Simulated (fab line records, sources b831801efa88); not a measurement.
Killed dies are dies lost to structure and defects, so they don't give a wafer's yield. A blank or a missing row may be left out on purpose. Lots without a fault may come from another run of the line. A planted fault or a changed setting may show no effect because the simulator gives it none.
One fault seen from 2 desks | flow gf180mcu | each desk has only its own numbers; what lay behind them comes last

THE METROLOGY DESK
What the gauges read, lot by lot, whatever tool the lot ran on: means of the sampled wafers that have a number. A lot is out of limits, marked OUT, if its mean lies more than 4 standard deviations from the usual mean; the brackets give that distance.
Columns: A = V1_CVD_02_THK at GF_V1_THK_MEAS_03, usual 850 nm
lot  | first seen here | A
L446 | day 17 18:39    | 850
L447 | day 18 00:15    | 847
L448 | day 18 11:45    | 843
L450 | day 19 01:31    | 843
L452 | day 19 21:43    | 849
L454 | day 20 14:37    | 863
L455 | day 21 02:06    | 844
L457 | day 21 14:38    | 853
L458 | day 22 05:26    | 856
L462 | day 23 08:11    | 903 (+5.3) OUT
L468 | day 25 12:29    | 853
This desk's finding: out of limits on L462; first on L462, day 23 08:11 (V1_CVD_02_THK at GF_V1_THK_MEAS_03). In limits: L446, L447, L448, L450, L452, L454, L455, L457, L458, L468.

THE TOOL OWNER'S DESK: pecvd-04
The tool's own readings at GF_V1_CVD_02 (deposits SiO2 from TEOS, target thk 850 nm, time 94.851 s): means of the sampled wafers that have a number, for each lot that ran on this tool. A lot is out of limits, marked OUT, if its mean lies more than 4 standard deviations from the usual mean; the brackets give that distance.
Columns: A = heater_power_outer_w at GF_V1_CVD_02, usual 403 W; B = heater_power_w at GF_V1_CVD_02, usual 656 W; C = run_length_s at GF_V1_CVD_02, usual 122.9 s
lot  | first seen here | A   | B   | C
L446 | day 17 18:34    | 351 | 565 | 122.8
L450 | day 19 01:26    | 415 | 659 | 122.8
L457 | day 21 14:34    | 383 | 604 | 122.9
L458 | day 22 05:21    | 390 | 611 | 123.1
L462 | day 23 08:07    | 378 | 574 | 128.4 (+13) OUT
This desk's finding: out of limits on L462; first on L462, day 23 08:07 (run_length_s at GF_V1_CVD_02). In limits: L446, L450, L457, L458.

PUT TOGETHER
The tool owner's desk could have raised an alarm at day 23 08:07, on L462.
The metrology desk could have raised an alarm at day 23 08:11, on L462.
Of the lots named, all ran GF_V1_CVD_02 on pecvd-04.

WHAT THE SIMULATOR HAD PUT IN
Process parameter drift: pecvd-04, from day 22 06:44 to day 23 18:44, at GF_V1_CVD_02. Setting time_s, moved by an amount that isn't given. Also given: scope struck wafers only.
Lots struck among those shown: L462.
Hours from the fault's start to each desk's first reading out of limits: the tool owner's desk, 25; the metrology desk, 25.
